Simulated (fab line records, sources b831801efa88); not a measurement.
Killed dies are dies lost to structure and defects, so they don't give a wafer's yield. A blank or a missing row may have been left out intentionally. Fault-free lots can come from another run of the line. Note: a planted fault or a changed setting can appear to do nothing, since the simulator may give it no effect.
fab line records / flow sky130
record lots=14 wafers=42 lastDay=51
route steps=708 shown LDD_LDN@291 RES_XHIGH@341
lots that met no fault: from a run of the same line without faults
startH: start of the lot's first displayed wafer, in hours after the record's first day / waitH: time in hours since the lot's previous step / " repeats the value in the row above / L1.1+2: one row covering several wafers at once / - either no value or no given start / * or withheld: withheld / < > ~ a bound
route shown NAME@n: a module of which the file shows steps, and the number in the route of the first / usual: mean/standard deviation of fault-free wafers / same: alike in all rows / chamber/n: place in a boat / sites: readings site by site / _std_site: standard deviation across them / _edge_site: inner sites' mean taken away from outer sites' mean / radiusMm: how far each site lies from the wafer's centre / mask NAME#n: copy n / behind: the last tool/chamber to shape the wafer / hold: reason for holding the lot/hours on hold/outcome of the hold / device: the n, p or np transistor that did not switch / end of line: tests of these same wafers at the route's end / a step with no rows: only its recipe / killed: count of dies lost to structure and defects at first sort (not the wafer's yield) / map: dies across one wafer; x = killed, . = not, _ = none there
set.NAME: the setting that was run; set.NAME@STEP: the one run at that earlier step / model.NAME: the simulator's own value behind a step, which no gauge read
the route's steps for a sample of lots (tables are steps, rows are wafers)
## steps
# step SKY_LDD_LDN_COAT_02
# recipe resist=NOVOLAK spinRpm=3000 resistThkNm=1140
# usual chillPlateTempC=23.02/0.1 dispensePressureKPa=49/4.6
lot.wafer=L924.2 tool=lithoTrack-01 chamber=0 startH=524.93 waitH=0.1 chillPlateTempC=23.00 dispensePressureKPa=53
lot.wafer=L924.3 tool=lithoTrack-01 chamber=0 startH=524.93 waitH=0.1 chillPlateTempC=23.10 dispensePressureKPa=53
lot.wafer=L924.6 tool=lithoTrack-01 chamber=0 startH=524.93 waitH=0.1 chillPlateTempC=23.05 dispensePressureKPa=53
lot.wafer=L925.1 tool=lithoTrack-01 chamber=0 startH=532.26 waitH=0.1 chillPlateTempC=23.02 dispensePressureKPa=53
lot.wafer=L925.2 tool=lithoTrack-01 chamber=0 startH=532.26 waitH=0.1 chillPlateTempC=23.17 dispensePressureKPa=53
lot.wafer=L925.6 tool=lithoTrack-01 chamber=0 startH=532.26 waitH=0.1 chillPlateTempC=23.06 dispensePressureKPa=53
lot.wafer=L928.4 tool=lithoTrack-01 chamber=0 startH=557.93 waitH=0.1 chillPlateTempC=22.96 dispensePressureKPa=53
lot.wafer=L928.5 tool=lithoTrack-01 chamber=0 startH=557.93 waitH=0.1 chillPlateTempC=23.10 dispensePressureKPa=53
lot.wafer=L928.6 tool=lithoTrack-01 chamber=0 startH=557.93 waitH=0.1 chillPlateTempC=22.93 dispensePressureKPa=53
lot.wafer=L929.2 tool=lithoTrack-04 chamber=0 startH=568.64 waitH=0.1 chillPlateTempC=23.12 dispensePressureKPa=51
lot.wafer=L929.3 tool=lithoTrack-04 chamber=0 startH=568.64 waitH=0.1 chillPlateTempC=23.09 dispensePressureKPa=51
lot.wafer=L929.6 tool=lithoTrack-04 chamber=0 startH=568.64 waitH=0.1 chillPlateTempC=23.04 dispensePressureKPa=51
lot.wafer=L930.1 tool=lithoTrack-04 chamber=0 startH=576.32 waitH=0.1 chillPlateTempC=23.10 dispensePressureKPa=51
lot.wafer=L930.3 tool=lithoTrack-04 chamber=0 startH=576.32 waitH=0.1 chillPlateTempC=23.03 dispensePressureKPa=51
lot.wafer=L930.6 tool=lithoTrack-04 chamber=0 startH=576.32 waitH=0.1 chillPlateTempC=23.03 dispensePressureKPa=51
lot.wafer=L931.2 tool=lithoTrack-01 chamber=0 startH=579.88 waitH=0.1 chillPlateTempC=23.09 dispensePressureKPa=53
lot.wafer=L931.3 tool=lithoTrack-01 chamber=0 startH=579.88 waitH=0.1 chillPlateTempC=23.02 dispensePressureKPa=53
lot.wafer=L931.5 tool=lithoTrack-01 chamber=0 startH=579.88 waitH=0.1 chillPlateTempC=23.07 dispensePressureKPa=53
lot.wafer=L933.2 tool=lithoTrack-01 chamber=0 startH=605.13 waitH=0.1 chillPlateTempC=23.08 dispensePressureKPa=53
lot.wafer=L933.3 tool=lithoTrack-01 chamber=0 startH=605.13 waitH=0.1 chillPlateTempC=22.99 dispensePressureKPa=53
lot.wafer=L933.6 tool=lithoTrack-01 chamber=0 startH=605.13 waitH=0.1 chillPlateTempC=23.02 dispensePressureKPa=53
lot.wafer=L936.1 tool=lithoTrack-03 chamber=0 startH=635.17 waitH=0.1 chillPlateTempC=22.98 dispensePressureKPa=44
lot.wafer=L936.2 tool=lithoTrack-03 chamber=0 startH=635.17 waitH=0.1 chillPlateTempC=22.82 dispensePressureKPa=44
lot.wafer=L936.3 tool=lithoTrack-03 chamber=0 startH=635.17 waitH=0.1 chillPlateTempC=22.75 dispensePressureKPa=44
lot.wafer=L941.2 tool=lithoTrack-03 chamber=- startH=656.54 waitH=0.1 chillPlateTempC=- dispensePressureKPa=-
lot.wafer=L941.4 tool=lithoTrack-03 chamber=- startH=656.54 waitH=0.1 chillPlateTempC=- dispensePressureKPa=-
lot.wafer=L941.5 tool=lithoTrack-03 chamber=- startH=656.54 waitH=0.1 chillPlateTempC=- dispensePressureKPa=-
lot.wafer=L942.3 tool=lithoTrack-01 chamber=- startH=669.96 waitH=0.1 chillPlateTempC=- dispensePressureKPa=-
lot.wafer=L942.4 tool=lithoTrack-01 chamber=- startH=669.96 waitH=0.1 chillPlateTempC=- dispensePressureKPa=-
lot.wafer=L942.5 tool=lithoTrack-01 chamber=- startH=669.96 waitH=0.1 chillPlateTempC=- dispensePressureKPa=-
lot.wafer=L945.1 tool=lithoTrack-01 chamber=0 startH=697.36 waitH=0.1 chillPlateTempC=23.00 dispensePressureKPa=53
lot.wafer=L945.2 tool=lithoTrack-01 chamber=0 startH=697.36 waitH=0.1 chillPlateTempC=22.94 dispensePressureKPa=53
lot.wafer=L945.5 tool=lithoTrack-01 chamber=0 startH=697.36 waitH=0.1 chillPlateTempC=23.13 dispensePressureKPa=53
lot.wafer=L944.1 tool=lithoTrack-01 chamber=0 startH=703.66 waitH=0.1 chillPlateTempC=23.11 dispensePressureKPa=53
lot.wafer=L944.3 tool=lithoTrack-01 chamber=0 startH=703.66 waitH=0.1 chillPlateTempC=23.08 dispensePressureKPa=53
lot.wafer=L944.4 tool=lithoTrack-01 chamber=0 startH=703.66 waitH=0.1 chillPlateTempC=23.00 dispensePressureKPa=53
lot.wafer=L946.1 tool=lithoTrack-03 chamber=0 startH=704.62 waitH=0.1 chillPlateTempC=22.86 dispensePressureKPa=44
lot.wafer=L946.2 tool=lithoTrack-03 chamber=0 startH=704.62 waitH=0.1 chillPlateTempC=22.91 dispensePressureKPa=44
lot.wafer=L946.6 tool=lithoTrack-03 chamber=0 startH=704.62 waitH=0.1 chillPlateTempC=23.00 dispensePressureKPa=44
lot.wafer=L947.2 tool=lithoTrack-03 chamber=0 startH=714.59 waitH=0.1 chillPlateTempC=23.17 dispensePressureKPa=44
lot.wafer=L947.3 tool=lithoTrack-03 chamber=0 startH=714.59 waitH=0.1 chillPlateTempC=23.10 dispensePressureKPa=44
lot.wafer=L947.5 tool=lithoTrack-03 chamber=0 startH=714.59 waitH=0.1 chillPlateTempC=22.95 dispensePressureKPa=44
# step SKY_LDD_LDN_OVL_MEAS_07
# usual LDD_LDN_OVL=-1.5/1.5
lot.wafer=L924.2 tool=overlay-01 chamber=- startH=540.58 waitH=0.1 LDD_LDN_OVL[nm]=-2.3
lot.wafer=L924.3 tool=overlay-01 chamber=- startH=540.58 waitH=0.1 LDD_LDN_OVL[nm]=-2.4
lot.wafer=L924.6 tool=overlay-01 chamber=- startH=540.58 waitH=0.1 LDD_LDN_OVL[nm]=-1.9
lot.wafer=L925.1 tool=overlay-01 chamber=- startH=547.57 waitH=0.1 LDD_LDN_OVL[nm]=-2.9
lot.wafer=L925.2 tool=overlay-01 chamber=- startH=547.57 waitH=0.1 LDD_LDN_OVL[nm]=-2.8
lot.wafer=L925.6 tool=overlay-01 chamber=- startH=547.57 waitH=0.1 LDD_LDN_OVL[nm]=-4.5
lot.wafer=L928.4 tool=overlay-01 chamber=- startH=573.22 waitH=0.1 LDD_LDN_OVL[nm]=-1.2
lot.wafer=L928.5 tool=overlay-01 chamber=- startH=573.22 waitH=0.1 LDD_LDN_OVL[nm]=-0.9
lot.wafer=L928.6 tool=overlay-01 chamber=- startH=573.22 waitH=0.1 LDD_LDN_OVL[nm]=-1.4
lot.wafer=L929.2 tool=overlay-02 chamber=- startH=583.77 waitH=0.1 LDD_LDN_OVL[nm]=-0.4
lot.wafer=L929.3 tool=overlay-02 chamber=- startH=583.77 waitH=0.1 LDD_LDN_OVL[nm]=0.6
lot.wafer=L929.6 tool=overlay-02 chamber=- startH=583.77 waitH=0.1 LDD_LDN_OVL[nm]=-0.7
lot.wafer=L930.1 tool=overlay-02 chamber=- startH=591.02 waitH=0.1 LDD_LDN_OVL[nm]=0.2
lot.wafer=L930.3 tool=overlay-02 chamber=- startH=591.02 waitH=0.1 LDD_LDN_OVL[nm]=-1.0
lot.wafer=L930.6 tool=overlay-02 chamber=- startH=591.02 waitH=0.1 LDD_LDN_OVL[nm]=2.4
lot.wafer=L931.2 tool=overlay-02 chamber=- startH=594.82 waitH=0.1 LDD_LDN_OVL[nm]=1.2
lot.wafer=L931.3 tool=overlay-02 chamber=- startH=594.82 waitH=0.1 LDD_LDN_OVL[nm]=-0.2
lot.wafer=L931.5 tool=overlay-02 chamber=- startH=594.82 waitH=0.1 LDD_LDN_OVL[nm]=0.7
lot.wafer=L933.2 tool=overlay-01 chamber=- startH=619.08 waitH=0.1 LDD_LDN_OVL[nm]=-1.3
lot.wafer=L933.3 tool=overlay-01 chamber=- startH=619.08 waitH=0.1 LDD_LDN_OVL[nm]=-0.8
lot.wafer=L933.6 tool=overlay-01 chamber=- startH=619.08 waitH=0.1 LDD_LDN_OVL[nm]=-1.8
lot.wafer=L936.1 tool=overlay-02 chamber=- startH=649.51 waitH=0.1 LDD_LDN_OVL[nm]=-0.7
lot.wafer=L936.2 tool=overlay-02 chamber=- startH=649.51 waitH=0.1 LDD_LDN_OVL[nm]=-1.0
lot.wafer=L936.3 tool=overlay-02 chamber=- startH=649.51 waitH=0.1 LDD_LDN_OVL[nm]=-0.4
lot.wafer=L941.2 tool=overlay-01 chamber=- startH=671.98 waitH=0.1 LDD_LDN_OVL[nm]=-
lot.wafer=L941.4 tool=overlay-01 chamber=- startH=671.98 waitH=0.1 LDD_LDN_OVL[nm]=-
lot.wafer=L941.5 tool=overlay-01 chamber=- startH=671.98 waitH=0.1 LDD_LDN_OVL[nm]=-
lot.wafer=L942.3 tool=overlay-01 chamber=- startH=683.22 waitH=0.1 LDD_LDN_OVL[nm]=-
lot.wafer=L942.4 tool=overlay-01 chamber=- startH=683.22 waitH=0.1 LDD_LDN_OVL[nm]=-
lot.wafer=L942.5 tool=overlay-01 chamber=- startH=683.22 waitH=0.1 LDD_LDN_OVL[nm]=-
lot.wafer=L945.1 tool=overlay-02 chamber=- startH=711.51 waitH=0.1 LDD_LDN_OVL[nm]=-0.2
lot.wafer=L945.2 tool=overlay-02 chamber=- startH=711.51 waitH=0.1 LDD_LDN_OVL[nm]=-1.2
lot.wafer=L945.5 tool=overlay-02 chamber=- startH=711.51 waitH=0.1 LDD_LDN_OVL[nm]=-0.5
lot.wafer=L944.1 tool=overlay-01 chamber=- startH=718.07 waitH=0.1 LDD_LDN_OVL[nm]=-3.7
lot.wafer=L944.3 tool=overlay-01 chamber=- startH=718.07 waitH=0.1 LDD_LDN_OVL[nm]=-2.9
lot.wafer=L944.4 tool=overlay-01 chamber=- startH=718.07 waitH=0.1 LDD_LDN_OVL[nm]=-5.2
lot.wafer=L946.1 tool=overlay-02 chamber=- startH=718.56 waitH=0.1 LDD_LDN_OVL[nm]=-1.8
lot.wafer=L946.2 tool=overlay-02 chamber=- startH=718.56 waitH=0.1 LDD_LDN_OVL[nm]=-1.8
lot.wafer=L946.6 tool=overlay-02 chamber=- startH=718.56 waitH=0.1 LDD_LDN_OVL[nm]=-0.9
lot.wafer=L947.2 tool=overlay-01 chamber=- startH=729.67 waitH=0.1 LDD_LDN_OVL[nm]=-2.4
lot.wafer=L947.3 tool=overlay-01 chamber=- startH=729.67 waitH=0.1 LDD_LDN_OVL[nm]=-2.1
lot.wafer=L947.5 tool=overlay-01 chamber=- startH=729.67 waitH=0.1 LDD_LDN_OVL[nm]=-4.4
# step SKY_RES_XHIGH_TW_MEAS_09
# usual RES_XHIGH_TW=1648/12
lot.wafer=L924.2 tool=filmMetro-03 chamber=- startH=632.03 waitH=0.1 RES_XHIGH_TW=1659
lot.wafer=L924.3 tool=filmMetro-03 chamber=- startH=632.03 waitH=0.1 RES_XHIGH_TW=1661
lot.wafer=L924.6 tool=filmMetro-03 chamber=- startH=632.03 waitH=0.1 RES_XHIGH_TW=1661
lot.wafer=L925.1 tool=filmMetro-03 chamber=- startH=639.57 waitH=0.1 RES_XHIGH_TW=1659
lot.wafer=L925.2 tool=filmMetro-03 chamber=- startH=639.57 waitH=0.1 RES_XHIGH_TW=1664
lot.wafer=L925.6 tool=filmMetro-03 chamber=- startH=639.57 waitH=0.1 RES_XHIGH_TW=1661
lot.wafer=L928.4 tool=filmMetro-01 chamber=- startH=663.34 waitH=0.1 RES_XHIGH_TW=1636
lot.wafer=L928.5 tool=filmMetro-01 chamber=- startH=663.34 waitH=0.1 RES_XHIGH_TW=1638
lot.wafer=L928.6 tool=filmMetro-01 chamber=- startH=663.34 waitH=0.1 RES_XHIGH_TW=1630
lot.wafer=L929.2 tool=filmMetro-03 chamber=- startH=677.29 waitH=0.1 RES_XHIGH_TW=1663
lot.wafer=L929.3 tool=filmMetro-03 chamber=- startH=677.29 waitH=0.1 RES_XHIGH_TW=1660
lot.wafer=L929.6 tool=filmMetro-03 chamber=- startH=677.29 waitH=0.1 RES_XHIGH_TW=1661
lot.wafer=L930.1 tool=filmMetro-02 chamber=- startH=680.98 waitH=0.1 RES_XHIGH_TW=1648
lot.wafer=L930.3 tool=filmMetro-02 chamber=- startH=680.98 waitH=0.1 RES_XHIGH_TW=1635
lot.wafer=L930.6 tool=filmMetro-02 chamber=- startH=680.98 waitH=0.1 RES_XHIGH_TW=1638
lot.wafer=L931.2 tool=filmMetro-03 chamber=- startH=685.07 waitH=0.1 RES_XHIGH_TW=1662
lot.wafer=L931.3 tool=filmMetro-03 chamber=- startH=685.07 waitH=0.1 RES_XHIGH_TW=1668
lot.wafer=L931.5 tool=filmMetro-03 chamber=- startH=685.07 waitH=0.1 RES_XHIGH_TW=1655
lot.wafer=L933.2 tool=filmMetro-03 chamber=- startH=708.22 waitH=0.1 RES_XHIGH_TW=1665
lot.wafer=L933.3 tool=filmMetro-03 chamber=- startH=708.22 waitH=0.1 RES_XHIGH_TW=1671
lot.wafer=L933.6 tool=filmMetro-03 chamber=- startH=708.22 waitH=0.1 RES_XHIGH_TW=1656
lot.wafer=L936.1 tool=filmMetro-03 chamber=- startH=739.16 waitH=0.1 RES_XHIGH_TW=1666
lot.wafer=L936.2 tool=filmMetro-03 chamber=- startH=739.16 waitH=0.1 RES_XHIGH_TW=1670
lot.wafer=L936.3 tool=filmMetro-03 chamber=- startH=739.16 waitH=0.1 RES_XHIGH_TW=1661
lot.wafer=L941.2 tool=filmMetro-01 chamber=- startH=759.78 waitH=0.1 RES_XHIGH_TW=1912
lot.wafer=L941.4 tool=filmMetro-01 chamber=- startH=759.78 waitH=0.1 RES_XHIGH_TW=1911
lot.wafer=L941.5 tool=filmMetro-01 chamber=- startH=759.78 waitH=0.1 RES_XHIGH_TW=1926
lot.wafer=L942.3 tool=filmMetro-01 chamber=- startH=771.54 waitH=0.1 RES_XHIGH_TW=1911
lot.wafer=L942.4 tool=filmMetro-01 chamber=- startH=771.54 waitH=0.1 RES_XHIGH_TW=1908
lot.wafer=L942.5 tool=filmMetro-01 chamber=- startH=771.54 waitH=0.1 RES_XHIGH_TW=1914
lot.wafer=L945.1 tool=filmMetro-02 chamber=- startH=799.36 waitH=0.1 RES_XHIGH_TW=1652
lot.wafer=L945.2 tool=filmMetro-02 chamber=- startH=799.36 waitH=0.1 RES_XHIGH_TW=1649
lot.wafer=L945.5 tool=filmMetro-02 chamber=- startH=799.36 waitH=0.1 RES_XHIGH_TW=1649
lot.wafer=L944.1 tool=filmMetro-03 chamber=- startH=803.92 waitH=0.1 RES_XHIGH_TW=1650
lot.wafer=L944.3 tool=filmMetro-03 chamber=- startH=803.92 waitH=0.1 RES_XHIGH_TW=1660
lot.wafer=L944.4 tool=filmMetro-03 chamber=- startH=803.92 waitH=0.1 RES_XHIGH_TW=1661
lot.wafer=L946.1 tool=filmMetro-03 chamber=- startH=804.88 waitH=0.1 RES_XHIGH_TW=1661
lot.wafer=L946.2 tool=filmMetro-03 chamber=- startH=804.88 waitH=0.1 RES_XHIGH_TW=1664
lot.wafer=L946.6 tool=filmMetro-03 chamber=- startH=804.88 waitH=0.1 RES_XHIGH_TW=1663
lot.wafer=L947.2 tool=filmMetro-02 chamber=- startH=814.62 waitH=0.1 RES_XHIGH_TW=1648
lot.wafer=L947.3 tool=filmMetro-02 chamber=- startH=814.62 waitH=0.1 RES_XHIGH_TW=1652
lot.wafer=L947.5 tool=filmMetro-02 chamber=- startH=814.62 waitH=0.1 RES_XHIGH_TW=1657
## key
firstSign step=SKY_LDD_LDN_COAT_02 reading=toolRecord direction=missing
effect step=SKY_LDD_LDN_OVL_MEAS_07 reading=LDD_LDN_OVL direction=missing
effect step=SKY_RES_XHIGH_TW_MEAS_09 reading=RES_XHIGH_TW direction=up sigmas=23 usual=1648 struck=1914
metAt SKY_LDD_LDN_COAT_02
struckLots L941,L942
sortLeftOut L941.2,L941.4,L941.5,L942.3,L942.4,L942.5
testerLeftOut L941,L942
onsetBetween 635.17 656.54
fault kind=skippedStepWhole tool=lithoTrack-01,lithoTrack-03 chamber=- onsetH=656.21 steps=SKY_LDD_LDN_COAT_02 scope=struckLotsOnly
# testerLeftOut: of these lots the tester's yield and bins aren't shown, on N5 and GAA mostly nor the transistor test; their killed dies are dies lost to structure and defects alone, not to doping, threshold or leakage, so they don't give the yield
# sortLeftOut: the simulated sort isn't trusted on such a fault, so these wafers' sort isn't shown, and their yield isn't known
